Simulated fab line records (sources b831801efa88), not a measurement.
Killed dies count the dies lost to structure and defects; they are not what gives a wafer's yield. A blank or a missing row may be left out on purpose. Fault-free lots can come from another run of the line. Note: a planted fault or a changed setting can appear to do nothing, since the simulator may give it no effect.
fab line records	flow gf180mcu
record: lots: 12	wafers: 36	last-day: 34
route steps=602 shown M4@459 V4@492 MIM@508
lots that met no fault: from a run of the same line without faults
start-h: hours from the record's opening day to when the first of the lot's shown wafers began	wait-h: how many hours have passed since the lot's step before this one	" same as the row above	L1.1+2: a single row standing in for several wafers	- no value, or no start given	* or withheld: withheld	< > ~ a bound
route shown NAME@n: NAME is a module with steps in the file, n the number in the route of the first one	usual: average and standard deviation across the fault-free wafers	same: alike in all rows	chamber/n: place in a boat	sites: readings site by site	_std_site: standard deviation across them	_edge_site: mean of outer sites minus mean of inner sites	radius-mm: how far each site lies from the wafer's centre	mask NAME#n: copy n	behind: tool/chamber where the wafer was last shaped	hold: cause of the lot's hold/its duration in hours/its outcome	device: names the non-switching transistor (n, p or np)	end of line: the same wafers' tests at the end of the route	a step with no rows: only its recipe	killed: the dies lost at the first sort to structure and to defects; this is not the yield of the wafer	map: per-die view of a wafer (x killed, . not killed, _ where there is no die)
set.NAME: the setting as run; set.NAME@STEP: as run at that earlier step	model.NAME: the simulator's own value behind a step, which no gauge read
steps of the route over a sample of lots; a table a step, a row a wafer
services: from which hour (start-h, from the record's first day; less than 0 if before it) a tool's chamber was out of use, for how many hours, and why
== steps ==
step: GF_M4_SPUTTER_03
recipe: material: Ti	target-thk-nm: 10	substrate-temp-c: 300	chamber-pressure-pa: 0.3	power-w: 3000	time-s: 6.7
usual: chamber-pressure-pa: 0.2999/0.00056	throttle-valve-pct: 30.4/0.69
lot.wafer	tool	chamber	start-h	wait-h	chamber-pressure-pa	throttle-valve-pct
L805.1	pvd-sputter-02	-	514.48	0.0	0.3001	30.7
L805.2	"	-	"	"	0.2999	29.6
L805.6	"	-	"	"	0.2993	29.6
L808.2	pvd-sputter-01	-	539.24	0.0	0.3000	30.3
L808.3	"	-	"	"	0.3000	29.4
L808.5	"	-	"	"	0.2995	29.7
L809.2	pvd-sputter-03	-	547.54	0.0	0.3001	30.9
L809.4	"	-	"	"	0.3007	30.3
L809.5	"	-	"	"	0.3002	30.8
L810.2	pvd-sputter-01	-	566.40	0.0	0.2992	30.8
L810.4	"	-	"	"	0.2999	30.1
L810.5	"	-	"	"	0.2991	29.5
L811.2	pvd-sputter-02	-	566.72	0.0	0.2991	29.8
L811.5	"	-	"	"	0.2994	30.4
L811.6	"	-	"	"	0.2988	29.8
L814.1	pvd-sputter-03	-	590.45	0.0	0.3008	29.8
L814.2	"	-	"	"	0.3007	31.1
L814.4	"	-	"	"	0.3005	31.1
L815.1	pvd-sputter-03	-	598.76	0.0	0.2995	31.1
L815.3	"	-	"	"	0.3001	29.9
L815.4	"	-	"	"	0.2994	31.2
L824.3	pvd-sputter-01	-	674.13	0.0	0.2991	29.8
L824.5	"	-	"	"	0.3012	30.4
L824.6	"	-	"	"	0.2988	29.8
L825.3	pvd-sputter-01	-	675.78	0.0	0.2999	30.5
L825.5	"	-	"	"	0.2997	29.6
L825.6	"	-	"	"	0.2994	30.8
L827.2	pvd-sputter-03	-	684.96	0.0	0.2997	31.2
L827.4	"	-	"	"	0.2997	31.3
L827.6	"	-	"	"	0.3001	30.3
L826.2	pvd-sputter-01	-	686.54	0.0	0.2995	31.9
L826.4	"	-	"	"	0.2996	30.5
L826.5	"	-	"	"	0.2987	32.0
L828.2	pvd-sputter-02	-	690.80	0.0	0.2991	29.7
L828.3	"	-	"	"	0.2999	29.6
L828.6	"	-	"	"	0.2998	29.3
step: GF_M4_CD_MEAS_14
recipe: target-cd-nm: 280
usual: cd-nm: 279.6/1.3
lot.wafer	tool	chamber	start-h	wait-h	cd-nm
L805.1	cd-sem-02	-	537.19	0.1	279.0
L805.2	"	-	"	"	277.4
L805.6	"	-	"	"	278.7
L808.2	cd-sem-02	-	561.23	0.1	281.9
L808.3	"	-	"	"	281.6
L808.5	"	-	"	"	281.2
L809.2	cd-sem-01	-	569.66	0.1	279.7
L809.4	"	-	"	"	279.2
L809.5	"	-	"	"	280.0
L810.2	cd-sem-02	-	588.04	0.1	280.1
L810.4	"	-	"	"	279.8
L810.5	"	-	"	"	279.7
L811.2	cd-sem-01	-	588.39	0.1	280.4
L811.5	"	-	"	"	280.2
L811.6	"	-	"	"	281.4
L814.1	cd-sem-02	-	611.41	0.1	278.9
L814.2	"	-	"	"	279.7
L814.4	"	-	"	"	279.7
L815.1	cd-sem-02	-	619.47	0.1	279.2
L815.3	"	-	"	"	280.2
L815.4	"	-	"	"	279.5
L824.3	cd-sem-02	-	692.33	0.1	280.6
L824.5	"	-	"	"	280.2
L824.6	"	-	"	"	279.0
L825.3	cd-sem-01	-	694.90	0.1	280.7
L825.5	"	-	"	"	280.2
L825.6	"	-	"	"	280.5
L827.2	cd-sem-02	-	703.64	0.1	281.6
L827.4	"	-	"	"	279.1
L827.6	"	-	"	"	279.9
L826.2	cd-sem-01	-	704.93	0.1	280.1
L826.4	"	-	"	"	280.2
L826.5	"	-	"	"	279.2
L828.2	cd-sem-02	-	709.71	0.1	280.8
L828.3	"	-	"	"	280.9
L828.6	"	-	"	"	280.5
step: GF_V4_ETCH_16
recipe: chemistry: N2/H2	target-depth-a: withheld	overetch-a: withheld	time-s: withheld	target: BARC	ion-energy-ev: 200	source-w: 500	bias-w: 100	pressure-mtorr: 30	n2-flow-sccm: 100	h2-flow-sccm: 200
usual: drypump-motor-current-A: 5.8/0.53	oes-product-au: 0.854/0.0047	throttle-valve-pct: 13.224/0.0095
lot.wafer	tool	chamber	start-h	wait-h	drypump-motor-current-A	oes-product-au	throttle-valve-pct
L805.1	rie-diel-01	3	560.73	0.0	5.9	0.849	13.231
L805.2	"	1	"	"	6.3	0.856	13.232
L805.6	"	2	"	"	5.0	0.851	13.234
L808.2	rie-diel-03	1	584.77	0.0	4.9	0.846	13.207
L808.3	"	2	"	"	5.8	0.853	13.223
L808.5	"	1	"	"	4.9	0.858	13.230
L809.2	rie-diel-01	2	592.30	0.0	5.0	0.850	13.222
L809.4	"	0	"	"	6.1	0.851	13.235
L809.5	"	1	"	"	6.2	0.855	13.225
L810.2	rie-diel-01	0	610.60	0.0	6.1	0.852	13.230
L810.4	"	2	"	"	5.0	0.845	13.221
L810.5	"	2	"	"	5.0	0.856	13.214
L811.2	rie-diel-04	2	611.77	0.0	5.9	0.852	13.233
L811.5	"	3	"	"	6.1	0.845	13.223
L811.6	"	2	"	"	5.9	0.855	13.214
L814.1	rie-diel-03	3	634.10	0.0	5.4	0.851	13.223
L814.2	"	0	"	"	6.4	0.856	13.238
L814.4	"	1	"	"	4.9	0.854	13.218
L815.1	rie-diel-03	1	641.25	0.0	4.9	0.852	13.211
L815.3	"	3	"	"	5.5	0.845	13.238
L815.4	"	1	"	"	4.9	0.858	13.218
L824.3	rie-diel-04	0	712.40	0.0	6.4	0.859	13.242
L824.5	"	2	"	"	5.9	0.850	13.228
L824.6	"	1	"	"	5.9	0.848	13.224
L825.3	rie-diel-04	2	715.02	0.0	5.9	0.854	13.218
L825.5	"	3	"	"	6.1	0.853	13.231
L825.6	"	0	"	"	6.4	0.859	13.235
L827.2	rie-diel-01	3	723.72	0.0	5.9	0.849	13.220
L827.4	"	0	"	"	6.2	0.854	13.206
L827.6	"	3	"	"	5.9	0.853	13.228
L826.2	rie-diel-03	3	724.42	0.0	5.5	0.855	13.227
L826.4	"	2	"	"	5.8	0.851	13.243
L826.5	"	3	"	"	5.5	0.853	13.215
L828.2	rie-diel-04	2	729.23	0.0	5.9	0.865	13.218
L828.3	"	1	"	"	5.9	0.854	13.226
L828.6	"	2	"	"	5.9	0.860	13.229
step: GF_MIM_CVD_05
recipe: material: Si3N4	target-thk-nm: 42	temp-max-c: 400	temp-c: 385	time-s: 29.086	rf-w: 450
usual: heater-power-w: 607/120
lot.wafer	tool	chamber	start-h	wait-h	heater-power-w
L805.1	pecvd-04	2	562.31	0.0	646
L805.2	"	1	"	"	595
L805.6	"	2	"	"	650
L808.2	pecvd-03	0	586.35	0.0	457
L808.3	"	1	"	"	428
L808.5	"	2	"	"	687
L809.2	pecvd-03	2	593.87	0.0	665
L809.4	"	0	"	"	447
L809.5	"	1	"	"	463
L810.2	pecvd-04	1	612.21	0.0	602
L810.4	"	1	"	"	610
L810.5	"	2	"	"	659
L811.2	pecvd-01	1	613.38	0.0	660
L811.5	"	1	"	"	676
L811.6	"	2	"	"	671
L814.1	pecvd-03	0	635.70	0.0	467
L814.2	"	1	"	"	488
L814.4	"	1	"	"	473
L815.1	pecvd-03	2	642.82	0.0	675
L815.3	"	1	"	"	476
L815.4	"	1	"	"	482
L824.3	pecvd-01	1	714.00	0.0	681
L824.5	"	0	"	"	682
L824.6	"	2	"	"	735
L825.3	pecvd-04	1	716.60	0.0	600
L825.5	"	1	"	"	595
L825.6	"	0	"	"	718
L827.2	pecvd-01	0	725.30	0.0	672
L827.4	"	0	"	"	678
L827.6	"	2	"	"	780
L826.2	pecvd-04	2	726.00	0.0	763
L826.4	"	1	"	"	549
L826.5	"	2	"	"	765
L828.2	pecvd-03	0	730.81	0.0	512
L828.3	"	1	"	"	436
L828.6	"	2	"	"	686
step: GF_MIM_THK_MEAS_06
recipe: reads: Si3N4_of_MIM_CVD_05
usual: MIM_CVD_05_THK: 41.8/0.55
lot.wafer	tool	chamber	start-h	wait-h	hold	MIM_CVD_05_THK[nm]
L805.1	film-metro-02	-	562.34	0.0	-	40.6
L805.2	"	-	"	"	-	40.9
L805.6	"	-	"	"	-	40.8
L808.2	film-metro-03	-	586.39	0.0	-	41.7
L808.3	"	-	"	"	-	42.0
L808.5	"	-	"	"	-	42.5
L809.2	film-metro-02	-	593.92	0.0	-	41.1
L809.4	"	-	"	"	-	41.8
L809.5	"	-	"	"	-	41.8
L810.2	film-metro-02	-	612.25	0.0	-	41.1
L810.4	"	-	"	"	-	41.9
L810.5	"	-	"	"	-	41.9
L811.2	film-metro-02	-	613.42	0.0	-	40.8
L811.5	"	-	"	"	-	41.5
L811.6	"	-	"	"	-	42.7
L814.1	film-metro-03	-	635.74	0.0	await-dispo/0.2h/release	45.0
L814.2	"	-	"	"	await-dispo/0.2h/release	45.5
L814.4	"	-	"	"	await-dispo/0.2h/release	45.9
L814.1	film-metro-03	-	636.02	0.3	-	45.0
L814.2	"	-	"	"	-	45.6
L814.4	"	-	"	"	-	45.9
L815.1	film-metro-01	-	642.85	0.0	await-dispo/0.2h/release	45.4
L815.3	"	-	"	"	await-dispo/0.2h/release	41.6
L815.4	"	-	"	"	await-dispo/0.2h/release	45.5
L815.1	film-metro-01	-	643.08	0.2	-	45.4
L815.3	"	-	"	"	-	41.7
L815.4	"	-	"	"	-	45.5
L824.3	film-metro-02	-	714.05	0.0	-	41.3
L824.5	"	-	"	"	-	42.4
L824.6	"	-	"	"	-	42.6
L825.3	film-metro-02	-	716.65	0.0	-	41.1
L825.5	"	-	"	"	-	42.3
L825.6	"	-	"	"	-	41.4
L827.2	film-metro-01	-	725.34	0.0	-	42.3
L827.4	"	-	"	"	-	42.3
L827.6	"	-	"	"	-	42.5
L826.2	film-metro-03	-	726.04	0.0	-	42.0
L826.4	"	-	"	"	-	42.2
L826.5	"	-	"	"	-	42.1
L828.2	film-metro-03	-	730.85	0.0	-	40.9
L828.3	"	-	"	"	-	41.7
L828.6	"	-	"	"	-	41.6
== services ==
tool	chamber	start-h	hours	kind
rie-diel-01	-	498.79	2.8	pm
pecvd-04	-	513.33	0.7	repair
rie-diel-04	2	532.42	16.6	repair
pvd-sputter-02	-	535.11	0.8	repair
rie-diel-04	-	537.10	1.4	repair
pvd-sputter-03	-	539.03	2.9	repair
pvd-sputter-01	-	549.11	15.1	repair
rie-diel-04	0	552.44	3.6	repair
pvd-sputter-02	-	561.87	4.2	repair
pvd-sputter-01	1	568.41	-	consumable-replace:kit
pvd-sputter-01	1	568.41	18.0	scheduled-down
pvd-sputter-01	1	568.41	18.0	vent-cycle
pecvd-01	-	591.12	14.0	pm
pecvd-04	0	612.26	22.2	repair
pvd-sputter-02	-	612.46	3.1	repair
pecvd-01	0	626.50	21.2	repair
rie-diel-04	-	639.27	2.8	pm
pecvd-01	2	643.73	5.6	repair
rie-diel-04	1	653.94	8.5	repair
pvd-sputter-03	-	654.61	0.5	repair
pvd-sputter-01	-	670.12	3.8	repair
pvd-sputter-01	0	685.32	-	consumable-replace:kit
pecvd-01	-	695.43	5.5	pm
rie-diel-04	3	716.52	7.4	repair
== key ==
first-sign: step: GF_MIM_THK_MEAS_06	reading: visit	direction: added
effect: step: GF_MIM_THK_MEAS_06	reading: MIM_CVD_05_THK	direction: up	sigmas: 6.7	usual: 41.8	struck: 45.5
met-at GF_MIM_CVD_05
struck-lots L814,L815
struck-wafers L814.1,L814.2,L814.4,L815.1,L815.4
not-acting-at GF_M4_SPUTTER_03,GF_M4_CD_MEAS_14,GF_V4_ETCH_16
onset-between 593.87 635.70
fault: kind: process-parameter-drift	tool: pecvd-03	chamber: -	onset-h: 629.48	steps: GF_MIM_CVD_05	channel: target-thk-nm	offset: 3.605	shape: step	end-h: 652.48	scope: struck-wafers-only	acts-in: these-recipes-only	stated: 42
